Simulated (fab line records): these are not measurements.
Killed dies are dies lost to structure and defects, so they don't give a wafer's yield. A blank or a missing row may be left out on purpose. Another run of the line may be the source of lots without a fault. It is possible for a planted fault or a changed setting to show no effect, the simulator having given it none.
Problem report in the 8D (eight disciplines) form, filled by code / flow sfq_line / the parts of the form that need people (team, actions taken, sign-off) are left out

== 1. WHAT WENT WRONG ==
At SFQ_TRILAYER_C5_LITHO_PEB_154, heater_power_total_W averages 78.12 W over 6 wafers from 2 lots, while fault-free wafers read 79.15 W, standard deviation 0.067. Measured from the usual mean, that is -15 standard deviations.
The step: peb time 60 s.
Seen first at day 71 18:14 on litho_track-01, wafer L130.1. Wafers with a number at this step in the record: 42, from 14 lots. Rule for "out", or "out of limits": more than 4 standard deviations from the usual mean. The other wafers with a number count as sound.

== 2. WHAT IT IS, WHAT IT ISN'T ==
question=which readings at this step | is=heater_power_total_W, plate_temp_C | is not=resist_line_temp_C
question=which lots | is=L130, L133 | is not=L116, L117, L118, L119, L120, L121, L122, L126, L131, L132, L135, L139
question=which wafers of those lots | is=all that have a number | is not=-
question=read on which tools | is=litho_track-01 | is not=litho_track-02, litho_track-04
question=when | is=from day 71 18:14 | is not=up to then (24 sound wafers); but 12 sound wafers of L131, L132, L135, L139 came after

== 3. THE SUSPECTS, EACH WITH WHAT RULES IT OUT ==
Counting: a tool stays on the suspect list if, at a process step up to the reading, it processed all lots that are out and no sound lot following the first of them.
- litho_track-01 at SFQ_TRILAYER_C5_LITHO_PEB_154 (peb time 60 s): kept. It ran every lot that is out, first L130 (day 71 18:14), and no sound lot after that; its last sound lot up to then is L120 (day 63 19:24). On those wafers its own readings are out: heater_power_total_W, plate_temp_C.
After counting, what remains is litho_track-01 at SFQ_TRILAYER_C5_LITHO_PEB_154.

== 4. THE CAUSE (what the simulator had put in) ==
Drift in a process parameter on litho_track-01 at SFQ_TRILAYER_C5_LITHO_PEB_154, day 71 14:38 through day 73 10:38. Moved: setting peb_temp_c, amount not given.
After counting, this tool was the only one left.

== 5. THE EFFECT CHAIN, in route order ==
Each row: a reading whose mean over the struck wafers that have a number lies more than 3 standard deviations from the usual. Scope: only readings with a usual standard deviation given in the record; hours: median across lots of the time from each lot's start at the first step in this table that gives one to its start at this step; sigmas: change in usual standard deviations.
hours=0; step=SFQ_TRILAYER_C5_LITHO_PEB_154; reading=heater_power_total_W; usual=79.15 W; on struck wafers=78.12; change=-1.03; sigmas=-15
hours=0; step=SFQ_TRILAYER_C5_LITHO_PEB_154; reading=plate_temp_C; usual=114.96 C; on struck wafers=113.80; change=-1.16; sigmas=-9.7
Here are the process steps it includes:
- SFQ_TRILAYER_C5_LITHO_PEB_154: peb time 60 s.

== 6. WHAT WOULD HAVE CAUGHT IT SOONER ==
The fault began at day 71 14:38; the first out-of-limits reading in this record came at day 71 18:14, 4 hours later.
